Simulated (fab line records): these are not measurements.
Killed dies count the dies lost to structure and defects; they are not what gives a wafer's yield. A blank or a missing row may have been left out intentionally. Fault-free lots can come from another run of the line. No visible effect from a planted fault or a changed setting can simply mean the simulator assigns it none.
fab line records ; flow sfq_line
record lots=6; wafers=18; last_day=91
route steps=325 shown M1@72 I1@73
lots that met no fault: taken from a fault-free run of the same line
start_h: the number of hours between the record's first day and the start of the first shown wafer of the lot ; wait_h: hours since the lot's step before ; " unchanged from the row above ; L1.1+2: a row that stands for several wafers ; - no value present, or no start provided ; * or withheld: withheld ; < > ~ a bound
route shown NAME@n: NAME is a module with steps in the file, n the number in the route of the first one ; usual: average and standard deviation across the fault-free wafers ; same: alike in all rows ; chamber/n: place in a boat ; sites: each site's reading ; _std_site: the values' standard deviation ; _edge_site: inner sites' mean taken away from outer sites' mean ; radius_mm: for every site, how far away it sits from the centre of the wafer ; mask NAME#n: copy n ; behind: the most recent tool/chamber to have shaped the wafer ; hold: why the lot was held/for how many hours/how that ended ; device: which transistor (n, p or np) failed to switch ; end of line: at the end of the route, the tests of the same wafers ; a step without rows: its recipe alone ; killed: the dies lost at the first sort to structure and to defects; this is not the yield of the wafer ; map: a wafer's dies, marking killed ones x, the rest . and places with no die _
set.NAME: the setting the step ran with; set.NAME@STEP: the setting that earlier step ran with ; model.NAME: the simulator's own value behind a step, which no gauge read
lots at selected steps of the route; one table per step, one row per wafer
services: from which hour (start_h, from the record's first day; less than 0 if before it) a tool's chamber was out of use, for how many hours, and why
## steps
# step SFQ_TRILAYER_M1_STRIP_SOLV_CLEAN_044
# recipe chemistry=NMP; temp_c=70; time_s=600
# step SFQ_TRILAYER_I1_DEP_PECVD_045
# recipe material=SiO2; temp_c=150; time_s=111.11; pressure_torr=2.4; rf_w=183.3; precursor=SiH4/N2O; target_thk_nm=500
# usual heater_power_w=87/16; rf_fwd_power_W=182.2/0.69; throttle_valve_pct=24.9/0.74
lot.wafer;tool;chamber;start_h;wait_h;heater_power_w;rf_fwd_power_W;throttle_valve_pct
L698.1;pecvd-04;1;511.98;0.0;83;182.2;23.5
L698.2;pecvd-04;0;511.98;0.0;92;181.3;23.7
L698.3;pecvd-04;2;511.98;0.0;82;182.0;24.1
L704.2;pecvd-03;1;590.80;0.0;78;184.0;25.8
L704.4;pecvd-03;2;590.80;0.0;51;182.8;24.8
L704.5;pecvd-03;1;590.80;0.0;80;183.9;25.8
L712.2;pecvd-03;0;642.97;0.0;105;182.6;25.5
L712.3;pecvd-03;1;642.97;0.0;87;182.8;25.9
L712.4;pecvd-03;1;642.97;0.0;68;182.6;26.0
L713.2;pecvd-03;1;680.14;0.0;87;182.6;25.9
L713.3;pecvd-03;2;680.14;0.0;63;181.8;25.2
L713.6;pecvd-03;0;680.14;0.0;94;182.5;25.8
L720.1;pecvd-04;2;742.36;0.0;91;182.8;24.7
L720.3;pecvd-04;1;742.36;0.0;78;182.0;24.3
L720.6;pecvd-04;1;742.36;0.0;80;182.6;24.3
L721.1;pecvd-03;0;758.00;0.0;108;181.9;25.3
L721.3;pecvd-03;1;758.00;0.0;82;181.8;25.9
L721.6;pecvd-03;0;758.00;0.0;113;182.5;25.8
# step SFQ_TRILAYER_I1_CMP_CMP_046
# recipe material=SiO2; down_force_psi=3; platen_rpm=60; pad_velocity_m_s=0.94248
# usual motor_current_A=9.9/0.9; platen_rpm=60.00/0.038; time_to_endpoint_s=215/7
lot.wafer;tool;chamber;start_h;wait_h;motor_current_A;platen_rpm;time_to_endpoint_s
L698.2;cmp-02;2;512.06;0.0;9.6;60.02;207
L698.3;cmp-02;0;513.06;1.0;10.5;60.10;219
L698.1;cmp-02;1;513.06;1.0;10.6;59.95;214
L704.2;cmp-02;1;590.88;0.0;10.4;59.98;195
L704.4;cmp-02;3;591.88;1.0;11.3;60.04;208
L704.5;cmp-02;2;593.38;2.5;10.0;59.98;200
L712.2;cmp-01;3;643.05;0.0;10.2;59.99;216
L712.3;cmp-01;0;643.05;0.0;8.2;59.98;220
L712.4;cmp-01;1;643.05;0.0;8.8;60.04;214
L713.3;cmp-01;1;682.21;2.0;9.0;60.00;210
L713.2;cmp-01;3;683.21;3.0;10.1;60.08;214
L713.6;cmp-01;0;683.21;3.0;8.2;60.01;215
L720.3;cmp-02;1;767.02;24.6;10.5;60.01;205
L720.1;cmp-02;3;768.02;25.6;12.0;59.97;218
L720.6;cmp-02;2;769.52;27.1;10.0;60.01;219
L721.1;cmp-01;1;776.91;18.9;8.8;59.99;224
L721.3;cmp-01;3;777.91;19.9;10.5;60.01;222
L721.6;cmp-01;2;779.41;21.3;9.5;60.04;222
# step SFQ_I1_BOW_MEAS_912
# recipe mode=bow
# usual I1_BOW=2/7.7
lot.wafer;tool;chamber;start_h;wait_h;I1_BOW[um]
L698.1;film_metro-04;-;515.06;1.0;5
L698.2;film_metro-04;-;515.06;1.0;-16
L698.3;film_metro-04;-;515.06;1.0;8
L704.2;film_metro-03;-;593.90;2.5;12
L704.4;film_metro-03;-;593.90;2.5;-15
L704.5;film_metro-03;-;593.90;2.5;0
L712.2;film_metro-03;-;646.07;2.5;2
L712.3;film_metro-03;-;646.07;2.5;-7
L712.4;film_metro-03;-;646.07;2.5;-1
L713.2;film_metro-03;-;684.73;1.0;2
L713.3;film_metro-03;-;684.73;1.0;-2
L713.6;film_metro-03;-;684.73;1.0;9
L720.1;film_metro-03;-;770.02;1.5;3
L720.3;film_metro-03;-;770.02;1.5;-5
L720.6;film_metro-03;-;770.02;1.5;-6
L721.1;film_metro-03;-;779.91;2.5;-3
L721.3;film_metro-03;-;779.91;2.5;4
L721.6;film_metro-03;-;779.91;2.5;-11
# step SFQ_TRILAYER_I1_METRO_MEASURE_047
# usual thk_nm=199.9/1.2
lot.wafer;tool;chamber;start_h;wait_h;thk_nm
L698.1;film_metro-04;-;515.18;0.1;197.2
L698.2;film_metro-04;-;515.18;0.1;197.8
L698.3;film_metro-04;-;515.18;0.1;200.1
L704.2;film_metro-03;-;594.20;0.3;199.1
L704.4;film_metro-03;-;594.20;0.3;199.1
L704.5;film_metro-03;-;594.20;0.3;198.0
L712.2;film_metro-03;-;646.37;0.3;199.3
L712.3;film_metro-03;-;646.37;0.3;198.8
L712.4;film_metro-03;-;646.37;0.3;199.5
L713.2;film_metro-03;-;685.03;0.3;200.7
L713.3;film_metro-03;-;685.03;0.3;200.2
L713.6;film_metro-03;-;685.03;0.3;200.0
L720.1;film_metro-03;-;770.14;0.1;200.7
L720.3;film_metro-03;-;770.14;0.1;200.3
L720.6;film_metro-03;-;770.14;0.1;200.5
L721.1;film_metro-03;-;780.03;0.1;201.5
L721.3;film_metro-03;-;780.03;0.1;201.0
L721.6;film_metro-03;-;780.03;0.1;200.8
# step SFQ_TRILAYER_I1_VIA_LITHO_COAT_054
# recipe resist=BARC; spin_rpm=3000; resist_thk_nm=62
# step SFQ_TRILAYER_I1_VIA_LITHO_COAT_049
# recipe resist=KrF; spin_rpm=3000; resist_thk_nm=650
# step SFQ_TRILAYER_I1_VIA_LITHO_SOFTBAKE_053
# recipe temp_c=withheld; time_s=withheld; resist=KrF
# step SFQ_TRILAYER_I1_VIA_LITHO_EXPOSE_050
# recipe mask_id=I1; na=0.6; source_shape=conventional; sigma_outer=0.65; target_cd_nm=500; dose_mj=21.3
# step SFQ_TRILAYER_I1_VIA_LITHO_PEB_052
# recipe peb_temp_c=115; peb_time_s=60; resist=KrF
# step SFQ_TRILAYER_I1_VIA_LITHO_DEVELOP_051
# recipe time_s=60; resist=KrF
# step SFQ_I1_OVL_MEAS_913
# usual I1_OVL=3/5.7
lot.wafer;tool;chamber;start_h;wait_h;I1_OVL[nm]
L698.1;overlay-02;-;673.14;0.1;9
L698.2;overlay-02;-;673.14;0.1;11
L698.3;overlay-02;-;673.14;0.1;9
L704.2;overlay-02;-;740.17;0.1;2
L704.4;overlay-02;-;740.17;0.1;6
L704.5;overlay-02;-;740.17;0.1;6
L712.2;overlay-02;-;773.94;0.1;13
L712.3;overlay-02;-;773.94;0.1;13
L712.4;overlay-02;-;773.94;0.1;15
L713.2;overlay-01;-;797.94;0.1;1
L713.3;overlay-01;-;797.94;0.1;-1
L713.6;overlay-01;-;797.94;0.1;4
L720.1;overlay-02;-;910.43;0.1;-6
L720.3;overlay-02;-;910.43;0.1;-10
L720.6;overlay-02;-;910.43;0.1;-5
L721.1;overlay-01;-;924.75;0.1;-10
L721.3;overlay-01;-;924.75;0.1;-7
L721.6;overlay-01;-;924.75;0.1;-4
# step SFQ_TRILAYER_I1_VIA_BARC_OPEN_VIA_ETCH_071
# recipe mask_material=PR; chemistry=O2; target_depth_nm=125; target=BARC; source_w=500; bias_w=80; pressure_mtorr=30; time_s=41.7
# usual drypump_motor_current_A=5.6/0.42; oes_product_au=0.685/0.0046; rf_fwd_power_W=494.6/2.3
lot.wafer;tool;chamber;start_h;wait_h;drypump_motor_current_A;oes_product_au;rf_fwd_power_W;rf_hours_counter_h;model.KrF_of_TRILAYER_I1_VIA_LITHO_COAT_049.thk_nm
L698.1;rie_diel-01;0;673.18;0.0;6.3;0.681;495.0;7;575.6
L698.2;rie_diel-01;1;673.18;0.0;5.4;0.681;494.1;28;574.6
L698.3;rie_diel-01;2;673.18;0.0;5.5;0.681;496.9;24;574.9
L704.2;rie_diel-03;2;740.20;0.0;4.7;0.677;496.3;5;574.7
L704.4;rie_diel-03;0;740.20;0.0;5.5;0.688;496.4;4;573.5
L704.5;rie_diel-03;0;740.20;0.0;5.5;0.690;494.2;-;573
L712.2;rie_diel-03;1;773.97;0.0;5.6;0.684;494.2;13;582.5
L712.3;rie_diel-03;3;773.97;0.0;5.7;0.690;495.3;38;573
L712.4;rie_diel-03;0;773.97;0.0;5.6;0.685;491.6;5;572.2
L713.2;rie_diel-03;1;797.97;0.0;5.6;0.691;492.1;14;585.4
L713.3;rie_diel-03;0;797.97;0.0;5.6;0.683;489.9;5;572.8
L713.6;rie_diel-03;0;797.97;0.0;5.6;0.684;493.2;-;570
L720.1;rie_diel-01;1;910.47;0.0;5.4;0.688;494.3;0;573.3
L720.3;rie_diel-01;3;910.47;0.0;5.4;0.690;496.7;14;572.6
L720.6;rie_diel-01;3;910.47;0.0;5.4;0.690;495.6;-;573
L721.1;rie_diel-01;3;924.78;0.0;5.4;0.676;498.5;15;569.7
L721.3;rie_diel-01;0;924.78;0.0;6.2;0.686;496.9;12;569.6
L721.6;rie_diel-01;1;924.78;0.0;5.4;0.685;497.0;-;568.5
# step SFQ_TRILAYER_I1_VIA_ETCH_VIA_ETCH_052
# recipe target=SiO2; stop_on=Nb; mask_material=PR; taper_deg=20; chemistry=CHF3; target_depth_nm=260; source_w=500; bias_w=80; pressure_mtorr=30; time_s=withheld
# usual drypump_motor_current_A=5.6/0.42; oes_product_au=0.854/0.0055; rf_fwd_power_W=498.3/1.5
lot.wafer;tool;chamber;start_h;wait_h;drypump_motor_current_A;oes_product_au;rf_fwd_power_W;model.KrF_of_TRILAYER_I1_VIA_LITHO_COAT_049.thk_nm
L698.1;rie_diel-01;0;673.22;0.0;6.3;0.847;498.1;531.7
L698.2;rie_diel-01;1;673.22;0.0;5.4;0.842;496.9;530.3
L698.3;rie_diel-01;2;673.22;0.0;5.5;0.850;498.4;530.7
L704.2;rie_diel-03;2;740.24;0.0;4.7;0.844;498.2;530.2
L704.4;rie_diel-03;0;740.24;0.0;5.6;0.857;498.1;529
L704.5;rie_diel-03;0;740.24;0.0;5.5;0.852;499.8;527.8
L712.2;rie_diel-03;1;774.01;0.0;5.6;0.851;498.6;537.8
L712.3;rie_diel-03;3;774.01;0.0;5.7;0.847;497.6;528.2
L712.4;rie_diel-03;0;774.01;0.0;5.5;0.848;498.0;527.4
L713.2;rie_diel-03;1;798.01;0.0;5.6;0.863;497.9;540.3
L713.3;rie_diel-03;0;798.01;0.0;5.5;0.858;497.6;528.4
L713.6;rie_diel-03;0;798.01;0.0;5.5;0.854;495.7;525.5
L720.1;rie_diel-01;1;910.51;0.0;5.4;0.852;497.4;529.1
L720.3;rie_diel-01;3;910.51;0.0;5.4;0.858;498.2;528
L720.6;rie_diel-01;3;910.51;0.0;5.4;0.859;498.8;528.9
L721.1;rie_diel-01;3;924.82;0.0;5.4;0.854;497.5;525.3
L721.3;rie_diel-01;0;924.82;0.0;6.3;0.849;498.9;525
L721.6;rie_diel-01;1;924.82;0.0;5.4;0.858;497.0;523.9
# step SFQ_TRILAYER_I1_VIA_STRIP_STRIP_053
# recipe gas=O2; power_w=200; platen_temp_c=40; overash_fraction=0.65; chemistry=O2; pressure_mtorr=50
# usual drypump_motor_current_A=5.9/0.34; oes_product_au=1.001/0.0077
# same overash_fraction=0.65
lot.wafer;tool;chamber;start_h;wait_h;drypump_motor_current_A;oes_product_au;rf_hours_counter_h
L698.1;rie_metal-03;0;673.33;-;6.4;1.000;78
L698.2;rie_metal-03;1;673.33;-;6.1;0.999;63
L698.3;rie_metal-03;0;673.33;-;6.4;1.003;-
L704.2;rie_metal-03;1;740.35;-;6.0;1.001;76
L704.4;rie_metal-03;0;740.35;-;6.4;1.000;-
L704.5;rie_metal-03;0;740.35;-;6.3;0.996;-
L712.2;rie_metal-01;1;774.12;-;5.6;1.003;108
L712.3;rie_metal-01;1;774.12;-;5.6;1.000;-
L712.4;rie_metal-01;0;774.12;-;5.4;1.001;-
L713.2;rie_metal-03;1;798.12;-;6.1;0.998;83
L713.3;rie_metal-03;0;798.12;-;6.4;1.001;-
L713.6;rie_metal-03;0;798.12;-;6.4;1.002;-
L720.1;rie_metal-02;1;910.62;-;5.5;0.997;61
L720.3;rie_metal-02;1;910.62;-;5.6;1.007;-
L720.6;rie_metal-02;1;910.62;-;5.6;1.010;-
L721.1;rie_metal-02;0;924.94;-;6.0;0.993;120
L721.3;rie_metal-02;1;924.94;-;5.6;1.002;-
L721.6;rie_metal-02;0;924.94;-;6.1;0.997;-
## services
tool;chamber;start_h;hours;kind
rie_diel-03;2;495.82;1.9;repair
rie_metal-03;-;503.94;1.2;repair
pecvd-03;-;517.06;1.2;repair
rie_diel-03;-;532.57;1.5;repair
cmp-02;-;541.73;9.0;repair
cmp-02;-;550.76;5.9;pm
cmp-02;-;551.64;3.2;repair
film_metro-03;-;570.56;0.9;pm
rie_diel-03;-;595.66;1.0;repair
rie_diel-03;-;624.75;2.7;repair
rie_diel-03;3;625.39;16.8;repair
pecvd-03;1;627.66;5.6;repair
film_metro-03;-;647.37;0.3;pm
film_metro-03;-;678.64;1.9;pm
rie_diel-01;2;680.89;6.5;repair
rie_diel-01;1;713.15;8.4;repair
rie_diel-03;1;752.91;4.6;repair
film_metro-03;-;814.58;1.3;pm
rie_diel-01;2;820.03;1.9;repair
rie_diel-03;2;880.56;4.3;repair
film_metro-03;-;892.08;0.4;pm
rie_diel-03;-;902.25;46.9;repair
rie_diel-03;0;912.87;3.0;repair
film_metro-03;-;923.64;0.4;pm
## key
first_sign none at tools or gauges
model_effect step=SFQ_TRILAYER_I1_VIA_BARC_OPEN_VIA_ETCH_071; value=KrF_of_TRILAYER_I1_VIA_LITHO_COAT_049.thk_nm; without=573.8; struck=584
model_effect step=SFQ_TRILAYER_I1_VIA_ETCH_VIA_ETCH_052; value=KrF_of_TRILAYER_I1_VIA_LITHO_COAT_049.thk_nm; without=528.9; struck=539
met_at SFQ_TRILAYER_I1_VIA_BARC_OPEN_VIA_ETCH_071
struck_wafers L712.2,L713.2
onset_between 740.20 773.97
fault kind=process_parameter_drift; tool=rie_diel-03; chamber=-; onset_h=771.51; steps=SFQ_TRILAYER_I1_VIA_BARC_OPEN_VIA_ETCH_071; channel=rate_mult; offset=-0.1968; shape=step; end_h=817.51; scope=struck_wafers_only
